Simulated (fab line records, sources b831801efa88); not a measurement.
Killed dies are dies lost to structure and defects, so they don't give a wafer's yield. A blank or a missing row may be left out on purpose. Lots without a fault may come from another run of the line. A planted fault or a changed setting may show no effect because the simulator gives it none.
A struck lot beside a sound one | flow sky130 | 16 steps out of a route of 708
Sound: wafers L866.2, L866.3, L866.6. Struck: wafer L878.3. (L878.1, L878.4 of the same lot were not struck and are left out.) The cause comes at the end.
At each step with rows: each side's tool, then ch and its chambers, then its first start. Under that, the readings that differ: sound wafers | struck wafers | difference of the means | sigmas: that difference in standard deviations of wafers without a fault.
alike: readings whose means differ by less than 2 such deviations, and words and numbers that are the same on both sides. not compared: withheld readings, readings that some wafer has no value for, bounds like >300 that may hide the same value, and numbers for which the record gives no deviation and whose values overlap.
The two part at a step that has a row with sigmas, a row that says differs or no value, or rows on one side only. Numbers that don't overlap but have no deviation are shown without sigmas and don't part them. A reading that every wafer of one side lacks parts them only if that side has two wafers or more.

first, 2 steps without rows for these wafers: SKY_VT_ADJUST_LVTN_PEB_16; SKY_VT_ADJUST_LVTN_DEVELOP_17 (develop time 60 s).
SKY_VT_ADJUST_LVTN_OVL_MEAS_18:
  sound on overlay-01, day 8 06:24; struck on overlay-02, day 11 19:27
  alike: VT_ADJUST_LVTN_01_OVL
then, 1 step without rows for these wafers: SKY_VT_ADJUST_LVTN_IMPLANT_19.
SKY_VT_ADJUST_LVTN_STRIP_20: strips in O2/N2.
  sound on plasma_asher-02 ch 0, day 8 06:35; struck on plasma_asher-03 ch 0, day 11 19:38
  alike: drypump_motor_current_A, oes_product_au, strip_time_to_endpoint_s
  not compared: rf_hours_counter_h
SKY_VT_ADJUST_LVTN_TW_MEAS_21:
  sound on film_metro-02, day 8 06:41; struck on film_metro-02, day 11 19:44
  alike: VT_ADJUST_LVTN_2_TW
then, 6 steps without rows for these wafers: SKY_VT_ADJUST_NCORE_DEHYDRATE_00 (time 60 s); SKY_VT_ADJUST_NCORE_HMDS_01 (prime time 60 s); SKY_VT_ADJUST_NCORE_COAT_02 (resist thk 1140 nm); SKY_VT_ADJUST_NCORE_SOFTBAKE_03 (time 60 s); SKY_VT_ADJUST_NCORE_EXPOSE_04 (exposes mask LVTN COMPLEMENT THIN, target cd 380 nm); SKY_VT_ADJUST_NCORE_PEB_05.
SKY_VT_ADJUST_NCORE_DEVELOP_06: develop time 60 s.
  sound on litho_track-01 ch 0, day 9 04:04; struck on litho_track-03 ch 0, day 12 19:42
  alike: developer_temp_C
SKY_VT_ADJUST_NCORE_CD_MEAS_07: target cd 380 nm.
  sound on cd_sem-02, day 9 04:16; struck on cd_sem-01, day 12 19:51
  reading    | sound             | struck | difference | sigmas
  cd_nm (nm) | 384.7 383.5 383.4 | 390.8  | +6.9       | +3
SKY_VT_ADJUST_NCORE_OVL_MEAS_08:
  sound on overlay-01, day 9 04:23; struck on overlay-02, day 12 19:58
  reading                  | sound          | struck | difference | sigmas
  VT_ADJUST_NCORE_OVL (nm) | -1.6 -2.1 -1.1 | 2.0    | +3.6       | +3
then, 1 step without rows for these wafers: SKY_PAD_OPEN_PROBE_99.

WHERE THEY PART
First at SKY_VT_ADJUST_NCORE_CD_MEAS_07; last, within this record, at SKY_VT_ADJUST_NCORE_OVL_MEAS_08.

WHY: what the simulator had put in
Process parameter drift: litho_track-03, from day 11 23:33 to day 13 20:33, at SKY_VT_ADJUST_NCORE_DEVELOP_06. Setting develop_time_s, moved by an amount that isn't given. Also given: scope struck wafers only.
